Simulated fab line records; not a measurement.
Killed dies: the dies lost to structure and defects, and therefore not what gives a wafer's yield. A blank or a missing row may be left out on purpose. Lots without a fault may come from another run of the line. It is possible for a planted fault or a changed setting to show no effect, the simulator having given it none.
A single fault, viewed from 2 desks    flow gf180mcu    each desk has only its own numbers; what lay behind them comes last

== AT THE TOOL OWNER'S DESK: pvd-sputter-04 ==
The tool's own readings at GF_M3_SPUTTER_01 (material TiN, target thk 30 nm, time 25 s): means of the sampled wafers that have a number, for each lot that ran on this tool. If a lot's mean is further than 4 standard deviations from the usual mean, the lot is out of limits and carries the mark OUT (the distance appears in the brackets).
Columns: A = chamber-pressure-pa at GF_M3_SPUTTER_01, usual 0.4000 Pa; B = throttle-valve-pct at GF_M3_SPUTTER_01, usual 29.9 %
lot   first seen here  A                 B
L840  day 22 01:16     0.4005            30.7
L850  day 25 15:32     0.3378 (-57) OUT  32.1
L852  day 26 02:28     0.3380 (-56) OUT  32.7
Finding of this desk: L850, L852 out of limits; the first was L850 at day 25 15:32, on chamber-pressure-pa at GF_M3_SPUTTER_01. L840: within limits.

== AT THE METROLOGY DESK ==
Lot by lot, what the gauges showed, no matter which tool ran the lot: averages of those sampled wafers that carry a number. If a lot's mean is further than 4 standard deviations from the usual mean, the lot is out of limits and carries the mark OUT (the distance appears in the brackets).
Columns: A = V2_W_RS at GF_V2_RS_MEAS_24, usual 0.328 ohm/sq; B = V2_W_THK at GF_V2_THK_MEAS_25, usual 350 nm
lot   first seen here  A      B
L840  day 22 00:41     0.320  366
L841  day 22 08:45     0.323  363
L850  day 25 14:58     0.325  357
L852  day 26 01:56     0.323  346
L854  day 26 17:02     0.342  327
L856  day 27 07:46     0.325  349
Finding of this desk: none of the 6 lots has anything out of limits.

== TAKEN TOGETHER ==
The tool owner's desk had the chance to raise an alarm at day 25 15:32 on L850, L852.
Metrology desk: nothing out of limits seen.
The metrology desk has L850, L852 on record, within its limits.
The lots listed all ran GF_M3_SPUTTER_01 on pvd-sputter-04.

== WHAT THE SIMULATOR HAD PUT IN ==
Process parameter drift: pvd-sputter-04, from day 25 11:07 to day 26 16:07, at GF_M3_SPUTTER_01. From 0.4, the setting chamber-pressure-pa moved by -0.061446. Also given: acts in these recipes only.
Struck lots among those shown: L850, L852.
Hours from the fault's start to each desk's first reading out of limits: the tool owner's desk, 4.
